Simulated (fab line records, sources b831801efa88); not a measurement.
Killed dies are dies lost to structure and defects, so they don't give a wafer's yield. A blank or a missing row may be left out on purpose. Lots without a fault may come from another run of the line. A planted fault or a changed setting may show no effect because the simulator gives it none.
Chamber matching | flow sky130 | SKY_CONTACT_CMP_27 on cmp-01: 4 sister chambers
The step polishes, stops on SiO2, t overpolish 15 s, target thk 0 nm. 8 wafers are shown with their chamber, then 7 later ones without.

WAFERS WITH THEIR CHAMBER
wafer  | chamber | motor_current_A (A) | time_to_endpoint_s (s)
L471.1 | 0       | 10.8                | 83
L485.2 | 0       | 10.6                | 81
L486.1 | 1       | 12.4                | 77
L486.6 | 2       | 11.3                | 79
L489.2 | 1       | 12.1                | 81
L489.6 | 3       | 11.0                | 77
L490.3 | 2       | 11.4                | 81
L490.4 | 3       | 11.2                | 76

WAFERS WITHOUT THEIR CHAMBER
wafer  | motor_current_A (A) | time_to_endpoint_s (s)
L490.5 | 12.4                | 84
L492.1 | 10.7                | 90
L492.3 | 11.5                | 87
L492.5 | 10.8                | 88
L493.1 | 12.0                | 81
L493.5 | 11.2                | 80
L493.6 | 11.6                | 79

WHICH CHAMBER EACH WENT THROUGH
wafer  | from the rows above     | in truth
L490.5 | 1                       | 1
L492.1 | 0                       | 0
L492.3 | can't be placed: 2 or 0 | 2
L492.5 | 0                       | 0
L493.1 | 1                       | 1
L493.5 | can't be placed: 2 or 3 | 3
L493.6 | can't be placed: 2 or 3 | 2
Placed correctly: 4 of 7. Can't be placed from these rows: 3 (the true chamber is among the candidates in 3). Placed wrongly: 0.
How it was worked out, from the rows above alone: a wafer's distance from a chamber is the root of the sum, over the readings, of the square of ((its reading less the chamber's mean) divided by the reading's scatter). The wafer belongs to the nearest chamber; if the next one is less than 2 further off, it can't be placed. A chamber's mean is the mean of its shown wafers. The scatter: the root of (the sum of the squares of (reading less its chamber's mean) over the shown wafers, divided by (wafers less chambers)).
